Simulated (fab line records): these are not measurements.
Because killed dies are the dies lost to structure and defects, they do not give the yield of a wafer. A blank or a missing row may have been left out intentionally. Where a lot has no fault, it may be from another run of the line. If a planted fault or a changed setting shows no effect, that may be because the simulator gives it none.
fab line records | flow gf180mcu
record: lots: 14 | wafers: 42 | last_day: 34
route steps=602 shown V1@349 M2@364 V2@387
lots with no fault: from the same line, run without faults
start_h: start of the lot's first displayed wafer, in hours after the record's first day | wait_h: time in hours since the lot's previous step | " repeats the value in the row above | L1.1+2: a row that stands for several wafers | - no value, or no start was given | * or withheld: withheld | < > ~ a bound
route shown NAME@n: a module of which the file shows steps, and the number in the route of the first | usual: mean/standard deviation taken from wafers without a fault | same: alike in all rows | chamber/n: place in a boat | sites: readings site by site | _std_site: their standard deviation | _edge_site: the outer-site mean with the inner-site mean subtracted | radius_mm: how far each site lies from the wafer's centre | mask NAME#n: copy n | behind: the most recent tool/chamber to have shaped the wafer | hold: the reason the lot was held/the length of the hold in hours/how it ended | device: names the non-switching transistor (n, p or np) | end of line: the tests these same wafers got at the end of their route | a step with no rows: only its recipe | killed: dies lost to structure and defects at the first sort, not the wafer's yield | map: per-die view of a wafer (x killed, . not killed, _ where there is no die)
set.NAME: setting as actually run; set.NAME@STEP: the setting as run at that earlier step | model.NAME: the simulator's own value behind a step, which no gauge read
steps of the route over a sample of lots; a table a step, a row a wafer
services: when a tool's chamber went out of use (start_h, in hours from the record's first day, below 0 if earlier), for how many hours, and the reason
== steps ==
step: GF_V1_CD_MEAS_14
recipe: target_cd_nm: 260
usual: cd_nm: 259.6/1.5
lot.wafer | tool      | chamber | start_h | wait_h | cd_nm
L480.3    | cd_sem-02 | -       | 417.06  | 0.1    | 260.0
L480.4    | "         | -       | "       | "      | 259.7
L480.6    | "         | -       | "       | "      | 259.9
L482.2    | cd_sem-02 | -       | 438.17  | 0.1    | 259.3
L482.5    | "         | -       | "       | "      | 259.6
L482.6    | "         | -       | "       | "      | 260.1
L483.2    | cd_sem-01 | -       | 442.23  | 0.1    | 257.3
L483.3    | "         | -       | "       | "      | 258.5
L483.5    | "         | -       | "       | "      | 258.7
L484.1    | cd_sem-02 | -       | 445.35  | 0.1    | 261.5
L484.3    | "         | -       | "       | "      | 261.5
L484.4    | "         | -       | "       | "      | 260.9
L486.2    | cd_sem-02 | -       | 459.54  | 0.1    | 261.6
L486.4    | "         | -       | "       | "      | 260.8
L486.5    | "         | -       | "       | "      | 260.9
L487.1    | cd_sem-02 | -       | 479.27  | 0.1    | 260.2
L487.2    | "         | -       | "       | "      | 261.3
L487.6    | "         | -       | "       | "      | 260.3
L488.1    | cd_sem-01 | -       | 489.51  | 0.1    | 262.4
L488.4    | "         | -       | "       | "      | 263.5
L488.5    | "         | -       | "       | "      | 263.9
L489.1    | cd_sem-01 | -       | 494.37  | 0.1    | 259.6
L489.2    | "         | -       | "       | "      | 260.1
L489.4    | "         | -       | "       | "      | 259.5
L490.1    | cd_sem-02 | -       | 504.07  | 0.1    | 258.6
L490.4    | "         | -       | "       | "      | 257.9
L490.5    | "         | -       | "       | "      | 259.4
L491.2    | cd_sem-02 | -       | 511.04  | 0.1    | 258.5
L491.4    | "         | -       | "       | "      | 258.0
L491.5    | "         | -       | "       | "      | 256.4
L492.1    | cd_sem-01 | -       | 523.81  | 0.1    | 258.9
L492.2    | "         | -       | "       | "      | 258.9
L492.6    | "         | -       | "       | "      | 259.3
L493.2    | cd_sem-02 | -       | 536.07  | 0.1    | 260.7
L493.4    | "         | -       | "       | "      | 259.1
L493.6    | "         | -       | "       | "      | 258.6
L502.2    | cd_sem-02 | -       | 596.81  | 0.1    | 258.8
L502.4    | "         | -       | "       | "      | 260.5
L502.5    | "         | -       | "       | "      | 258.9
L503.3    | cd_sem-02 | -       | 601.76  | 0.1    | 260.0
L503.4    | "         | -       | "       | "      | 260.8
L503.5    | "         | -       | "       | "      | 260.8
step: GF_M2_SPUTTER_02
recipe: material: AlCu | target_thk_nm: 450 | power_w: 10600 | time_s: 23.9 | chamber_pressure_pa: 0.4
usual: throttle_valve_pct: 30.3/0.91
lot.wafer | tool           | chamber | start_h | wait_h | throttle_valve_pct
L480.3    | pvd_sputter-04 | -       | 418.66  | 0.0    | 30.2
L480.4    | "              | -       | "       | "      | 29.6
L480.6    | "              | -       | "       | "      | 29.6
L482.2    | pvd_sputter-03 | -       | 439.86  | 0.0    | 29.4
L482.5    | "              | -       | "       | "      | 32.0
L482.6    | "              | -       | "       | "      | 29.5
L483.2    | pvd_sputter-04 | -       | 443.90  | 0.0    | 29.7
L483.3    | "              | -       | "       | "      | 30.1
L483.5    | "              | -       | "       | "      | 29.7
L484.1    | pvd_sputter-02 | -       | 446.99  | 0.0    | 30.4
L484.3    | "              | -       | "       | "      | 30.0
L484.4    | "              | -       | "       | "      | 31.1
L486.2    | pvd_sputter-04 | -       | 461.57  | 0.0    | 31.8
L486.4    | "              | -       | "       | "      | 29.4
L486.5    | "              | -       | "       | "      | 31.7
L487.1    | pvd_sputter-02 | -       | 481.00  | 0.0    | 31.0
L487.2    | "              | -       | "       | "      | 30.0
L487.6    | "              | -       | "       | "      | 31.2
L488.1    | pvd_sputter-04 | -       | 491.26  | 0.0    | 28.7
L488.4    | "              | -       | "       | "      | 31.7
L488.5    | "              | -       | "       | "      | 29.5
L489.1    | pvd_sputter-03 | -       | 496.15  | 0.0    | 31.5
L489.2    | "              | -       | "       | "      | 29.3
L489.4    | "              | -       | "       | "      | 31.6
L490.1    | pvd_sputter-04 | -       | 505.80  | 0.0    | 29.0
L490.4    | "              | -       | "       | "      | 31.7
L490.5    | "              | -       | "       | "      | 28.9
L491.2    | pvd_sputter-03 | -       | 512.78  | 0.0    | 31.4
L491.4    | "              | -       | "       | "      | 31.6
L491.5    | "              | -       | "       | "      | 29.5
L492.1    | pvd_sputter-02 | -       | 525.81  | 0.0    | 30.2
L492.2    | "              | -       | "       | "      | 30.3
L492.6    | "              | -       | "       | "      | 30.5
L493.2    | pvd_sputter-02 | -       | 537.72  | 0.0    | 30.3
L493.4    | "              | -       | "       | "      | 30.1
L493.6    | "              | -       | "       | "      | 30.9
L502.2    | pvd_sputter-04 | -       | 598.50  | 0.0    | 30.4
L502.4    | "              | -       | "       | "      | 29.5
L502.5    | "              | -       | "       | "      | 29.7
L503.3    | pvd_sputter-04 | -       | 603.46  | 0.0    | 31.7
L503.4    | "              | -       | "       | "      | 29.8
L503.5    | "              | -       | "       | "      | 29.8
step: GF_M2_METAL_ETCH_16
recipe: chemistry: Cl2/BCl3 | mask_material: KrF | target_depth_nm: 627.5 | stop_on: SiO2 | pressure_mtorr: 8 | icp_w: 800 | bias_w: 140 | Cl2_flow_sccm: 80 | bcl3_flow_sccm: 40 | time_s: 104.6
usual: drypump_motor_current_A: 5.8/0.5 | oes_product_au: 0.971/0.0064 | throttle_valve_pct: 28.251/0.011
lot.wafer | tool         | chamber | start_h | wait_h | drypump_motor_current_A | oes_product_au | rf_hours_counter_h | throttle_valve_pct
L480.3    | rie_metal-03 | 0       | 443.54  | 0.1    | 6.5                     | 0.970          | -                  | 28.260
L480.4    | "            | 1       | "       | "      | 5.6                     | 0.969          | -                  | 28.254
L480.6    | "            | 0       | "       | "      | 6.5                     | 0.970          | -                  | 28.266
L482.2    | rie_metal-03 | 1       | 463.93  | 0.0    | 5.5                     | 0.970          | 9.9                | 28.233
L482.5    | "            | 0       | "       | "      | 6.5                     | 0.971          | -                  | 28.250
L482.6    | "            | 1       | "       | "      | 5.6                     | 0.972          | -                  | 28.246
L483.2    | rie_metal-03 | 1       | 467.48  | 0.0    | 5.6                     | 0.975          | 10.1               | 28.255
L483.3    | "            | 1       | "       | "      | 5.6                     | 0.955          | -                  | 28.270
L483.5    | "            | 0       | "       | "      | 6.5                     | 0.968          | -                  | 28.275
L484.1    | rie_metal-01 | 0       | 470.18  | 0.0    | 5.1                     | 0.975          | 5.4                | 28.271
L484.3    | "            | 1       | "       | "      | 5.6                     | 0.968          | -                  | 28.256
L484.4    | "            | 0       | "       | "      | 5.1                     | 0.975          | -                  | 28.242
L486.2    | rie_metal-01 | 0       | 485.80  | 0.0    | 5.1                     | 0.972          | 5.9                | 28.250
L486.4    | "            | 0       | "       | "      | 5.1                     | 0.971          | -                  | 28.246
L486.5    | "            | 1       | "       | "      | 5.6                     | 0.969          | -                  | 28.246
L487.1    | rie_metal-04 | 0       | 504.99  | 0.0    | 6.1                     | 0.985          | 4.7                | 28.243
L487.2    | "            | 1       | "       | "      | 6.2                     | 0.964          | 7.4                | 28.258
L487.6    | "            | 1       | "       | "      | 6.2                     | 0.977          | -                  | 28.241
L488.1    | rie_metal-01 | 0       | 514.98  | 0.0    | 5.1                     | 0.974          | 6.5                | 28.252
L488.4    | "            | 1       | "       | "      | 5.6                     | 0.968          | -                  | 28.265
L488.5    | "            | 0       | "       | "      | 5.1                     | 0.969          | -                  | 28.254
L489.1    | rie_metal-01 | 1       | 519.74  | 0.0    | 5.6                     | 0.976          | 7.7                | 28.238
L489.2    | "            | 0       | "       | "      | 5.1                     | 0.985          | 6.6                | 28.249
L489.4    | "            | 1       | "       | "      | 5.6                     | 0.971          | -                  | 28.239
L490.1    | rie_metal-03 | 0       | 528.80  | 0.0    | 6.5                     | 0.983          | 10.2               | 28.245
L490.4    | "            | 0       | "       | "      | 6.5                     | 0.980          | -                  | 28.254
L490.5    | "            | 0       | "       | "      | 6.5                     | 0.978          | -                  | 28.241
L491.2    | rie_metal-04 | 1       | 536.38  | 0.0    | 6.2                     | 0.978          | 8.1                | 28.236
L491.4    | "            | 1       | "       | "      | 6.2                     | 0.979          | -                  | 28.247
L491.5    | "            | 0       | "       | "      | 6.1                     | 0.983          | -                  | 28.241
L492.1    | rie_metal-01 | 1       | 548.13  | 0.0    | 5.6                     | 0.779          | 8.5                | 28.457
L492.2    | "            | 0       | "       | "      | 5.1                     | 0.789          | 7.5                | 28.464
L492.6    | "            | 1       | "       | "      | 5.6                     | 0.789          | -                  | 28.459
L493.2    | rie_metal-01 | 0       | 559.80  | 0.0    | 5.1                     | 0.785          | 7.7                | 28.460
L493.4    | "            | 0       | "       | "      | 5.1                     | 0.793          | -                  | 28.449
L493.6    | "            | 0       | "       | "      | 5.1                     | 0.782          | -                  | 28.454
L502.2    | rie_metal-03 | 0       | 619.91  | 0.1    | 6.5                     | 0.959          | -                  | 28.276
L502.4    | "            | 0       | "       | "      | 6.5                     | 0.965          | -                  | 28.234
L502.5    | "            | 0       | "       | "      | 6.5                     | 0.974          | -                  | 28.240
L503.3    | rie_metal-04 | 0       | 623.73  | 0.1    | 6.1                     | 0.965          | -                  | 28.251
L503.4    | "            | 1       | "       | "      | 6.3                     | 0.967          | -                  | 28.256
L503.5    | "            | 0       | "       | "      | 6.1                     | 0.977          | -                  | 28.251
step: GF_M2_STRIP_17
recipe: chemistry: O2/N2 | power_w: 1400 | pressure_mtorr: 1500 | platen_temp_c: 250 | o2_flow_sccm: 3000 | n2_flow_sccm: 300 | overash_fraction: 0.5
usual: drypump_motor_current_A: 5.6/0.55 | heater_power_w: 335/17 | oes_product_au: 0.558/0.0049 | strip_time_to_endpoint_s: 7.88/0.037
lot.wafer | tool            | chamber | start_h | wait_h | drypump_motor_current_A | heater_power_w | oes_product_au | rf_hours_counter_h | strip_time_to_endpoint_s
L480.3    | plasma_asher-01 | 0       | 443.65  | 0.1    | 6.2                     | 320            | 0.563          | -                  | 7.86
L480.4    | "               | 1       | "       | "      | 5.2                     | 331            | 0.556          | -                  | 7.86
L480.6    | "               | 1       | "       | "      | 5.2                     | 327            | 0.556          | -                  | 7.90
L482.2    | plasma_asher-01 | 1       | 464.04  | 0.1    | 5.2                     | 325            | 0.554          | 81                 | 7.88
L482.5    | "               | 1       | "       | "      | 5.3                     | 332            | 0.559          | -                  | 7.90
L482.6    | "               | 0       | "       | "      | 6.2                     | 307            | 0.556          | -                  | 7.85
L483.2    | plasma_asher-03 | 0       | 467.59  | 0.1    | 5.9                     | 331            | 0.554          | 67                 | 7.85
L483.3    | "               | 1       | "       | "      | 4.6                     | 358            | 0.556          | -                  | 7.87
L483.5    | "               | 0       | "       | "      | 5.9                     | 335            | 0.564          | -                  | 7.89
L484.1    | plasma_asher-04 | 1       | 470.29  | 0.1    | 5.8                     | 343            | 0.556          | 38                 | 7.80
L484.3    | "               | 1       | "       | "      | 5.8                     | 357            | 0.562          | -                  | 7.89
L484.4    | "               | 0       | "       | "      | 5.8                     | 337            | 0.562          | -                  | 7.87
L486.2    | plasma_asher-01 | 1       | 485.91  | 0.1    | 5.3                     | 318            | 0.550          | 84                 | 7.81
L486.4    | "               | 1       | "       | "      | 5.2                     | 328            | 0.551          | -                  | 7.78
L486.5    | "               | 1       | "       | "      | 5.3                     | 320            | 0.551          | -                  | 7.81
L487.1    | plasma_asher-04 | 1       | 505.11  | 0.1    | 5.8                     | 361            | 0.553          | 41                 | 7.80
L487.2    | "               | 0       | "       | "      | 5.8                     | 331            | 0.573          | 41                 | 7.93
L487.6    | "               | 0       | "       | "      | 5.8                     | 324            | 0.555          | -                  | 7.92
L488.1    | plasma_asher-03 | 0       | 515.09  | 0.1    | 5.9                     | 337            | 0.559          | 72                 | 7.81
L488.4    | "               | 0       | "       | "      | 5.9                     | 342            | 0.554          | -                  | 7.87
L488.5    | "               | 1       | "       | "      | 4.6                     | 350            | 0.554          | -                  | 7.85
L489.1    | plasma_asher-01 | 0       | 519.86  | 0.1    | 6.2                     | 308            | 0.555          | 88                 | 7.82
L489.2    | "               | 1       | "       | "      | 5.2                     | 318            | 0.560          | 88                 | 7.86
L489.4    | "               | 0       | "       | "      | 6.2                     | 312            | 0.561          | -                  | 7.86
L490.1    | plasma_asher-03 | 0       | 529.03  | 0.2    | 5.9                     | 331            | 0.564          | 73                 | 7.89
L490.4    | "               | 1       | "       | "      | 4.6                     | 358            | 0.561          | -                  | 7.86
L490.5    | "               | 0       | "       | "      | 5.9                     | 333            | 0.566          | -                  | 7.89
L491.2    | plasma_asher-03 | 1       | 536.49  | 0.1    | 4.6                     | 363            | 0.557          | 74                 | 7.95
L491.4    | "               | 1       | "       | "      | 4.6                     | 361            | 0.557          | -                  | 7.94
L491.5    | "               | 0       | "       | "      | 5.9                     | 321            | 0.559          | -                  | 7.90
L492.1    | plasma_asher-03 | 0       | 548.24  | 0.1    | 5.9                     | 333            | 0.594          | 75                 | 8.72
L492.2    | "               | 1       | "       | "      | 4.6                     | 358            | 0.601          | 75                 | 8.67
L492.6    | "               | 1       | "       | "      | 4.6                     | 349            | 0.593          | -                  | 8.68
L493.2    | plasma_asher-03 | 0       | 559.95  | 0.1    | 5.9                     | 325            | 0.587          | 76                 | 8.69
L493.4    | "               | 0       | "       | "      | 5.9                     | 331            | 0.592          | -                  | 8.73
L493.6    | "               | 0       | "       | "      | 5.9                     | 339            | 0.603          | -                  | 8.69
L502.2    | plasma_asher-01 | 1       | 620.10  | 0.1    | 5.3                     | 332            | 0.550          | 97                 | 7.91
L502.4    | "               | 0       | "       | "      | 6.2                     | 317            | 0.546          | -                  | 7.92
L502.5    | "               | 0       | "       | "      | 6.2                     | 312            | 0.556          | -                  | 7.91
L503.3    | plasma_asher-04 | 1       | 623.84  | 0.1    | 5.8                     | 348            | 0.552          | -                  | 7.84
L503.4    | "               | 0       | "       | "      | 5.8                     | 336            | 0.557          | -                  | 7.93
L503.5    | "               | 0       | "       | "      | 5.8                     | 333            | 0.565          | -                  | 7.85
step: GF_V2_BOW_MEAS_05
recipe: mode: bow
usual: V2_BOW: 97/8.5
lot.wafer | tool          | chamber | start_h | wait_h | V2_BOW[um]
L480.3    | film_metro-01 | -       | 444.77  | 0.2    | 90
L480.4    | "             | -       | "       | "      | 95
L480.6    | "             | -       | "       | "      | 101
L482.2    | film_metro-03 | -       | 465.50  | 0.3    | 89
L482.5    | "             | -       | "       | "      | 99
L482.6    | "             | -       | "       | "      | 105
L483.2    | film_metro-03 | -       | 468.74  | 0.1    | 109
L483.3    | "             | -       | "       | "      | 103
L483.5    | "             | -       | "       | "      | 96
L484.1    | film_metro-01 | -       | 471.42  | 0.1    | 108
L484.3    | "             | -       | "       | "      | 108
L484.4    | "             | -       | "       | "      | 100
L486.2    | film_metro-03 | -       | 487.04  | 0.2    | 109
L486.4    | "             | -       | "       | "      | 103
L486.5    | "             | -       | "       | "      | 110
L487.1    | film_metro-02 | -       | 506.20  | 0.2    | 103
L487.2    | "             | -       | "       | "      | 106
L487.6    | "             | -       | "       | "      | 105
L488.1    | film_metro-03 | -       | 516.62  | 0.1    | 95
L488.4    | "             | -       | "       | "      | 97
L488.5    | "             | -       | "       | "      | 98
L489.1    | film_metro-01 | -       | 521.04  | 0.2    | 92
L489.2    | "             | -       | "       | "      | 98
L489.4    | "             | -       | "       | "      | 83
L490.1    | film_metro-01 | -       | 530.12  | 0.1    | 103
L490.4    | "             | -       | "       | "      | 93
L490.5    | "             | -       | "       | "      | 82
L491.2    | film_metro-03 | -       | 537.61  | 0.2    | 90
L491.4    | "             | -       | "       | "      | 87
L491.5    | "             | -       | "       | "      | 99
L492.1    | film_metro-03 | -       | 549.41  | 0.1    | 98
L492.2    | "             | -       | "       | "      | 100
L492.6    | "             | -       | "       | "      | 99
L493.2    | film_metro-01 | -       | 561.11  | 0.2    | 100
L493.4    | "             | -       | "       | "      | 95
L493.6    | "             | -       | "       | "      | 101
L502.2    | film_metro-02 | -       | 621.21  | 0.2    | 94
L502.4    | "             | -       | "       | "      | 97
L502.5    | "             | -       | "       | "      | 96
L503.3    | film_metro-01 | -       | 624.94  | 0.1    | 115
L503.4    | "             | -       | "       | "      | 113
L503.5    | "             | -       | "       | "      | 115
== services ==
tool            | chamber | start_h | hours | kind
plasma_asher-03 | -       | 451.93  | 2.8   | pm
rie_metal-04    | 1       | 457.94  | 3.7   | repair
pvd_sputter-04  | 0       | 482.83  | -     | consumable_replace:kit
pvd_sputter-04  | 0       | 482.83  | 18.0  | scheduled_down
pvd_sputter-04  | 0       | 482.83  | 18.0  | vent_cycle
plasma_asher-03 | -       | 485.73  | 0.9   | repair
plasma_asher-04 | -       | 486.01  | 5.8   | pm
plasma_asher-03 | -       | 487.89  | 2.3   | repair
rie_metal-04    | -       | 489.88  | 0.7   | repair
rie_metal-03    | 1       | 513.04  | 2.5   | repair
pvd_sputter-02  | -       | 520.96  | 1.5   | repair
rie_metal-03    | -       | 523.65  | 2.8   | pm
rie_metal-03    | 1       | 526.40  | -     | clean
rie_metal-03    | 0       | 531.06  | 1.1   | repair
rie_metal-04    | -       | 545.86  | 2.8   | pm
rie_metal-01    | 1       | 554.52  | 1.7   | repair
pvd_sputter-04  | -       | 554.55  | 1.0   | repair
plasma_asher-01 | -       | 568.86  | 2.8   | pm
pvd_sputter-02  | -       | 569.67  | 5.2   | repair
rie_metal-03    | 1       | 580.50  | 131.8 | repair
pvd_sputter-04  | -       | 591.34  | 6.8   | repair
pvd_sputter-02  | -       | 591.91  | 5.1   | repair
rie_metal-04    | 1       | 599.46  | 2.0   | repair
pvd_sputter-02  | -       | 613.32  | 10.3  | repair
== key ==
first_sign: step: GF_M2_METAL_ETCH_16 | reading: oes_product_au | direction: down | sigmas: 29 | usual: 0.971 | struck: 0.786
effect: step: GF_M2_METAL_ETCH_16 | reading: throttle_valve_pct | direction: up | sigmas: 20 | usual: 28.251 | struck: 28.457
effect: step: GF_M2_STRIP_17 | reading: strip_time_to_endpoint_s | direction: up | sigmas: 22 | usual: * | struck: *
met_at GF_M2_METAL_ETCH_16
struck_lots L492,L493
sort_left_out L492.1,L492.2,L492.6,L493.2,L493.4,L493.6
not_acting_at GF_V1_CD_MEAS_14,GF_M2_SPUTTER_02,GF_V2_BOW_MEAS_05
onset_between 519.74 548.13
fault: kind: process_parameter_drift | tool: rie_metal-01 | chamber: - | onset_h: 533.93 | steps: GF_M2_METAL_ETCH_16 | channel: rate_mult | offset: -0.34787 | shape: step | end_h: 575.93
sort_left_out: the simulated sort isn't trusted on such a fault, so these wafers' sort isn't shown, and their yield isn't known
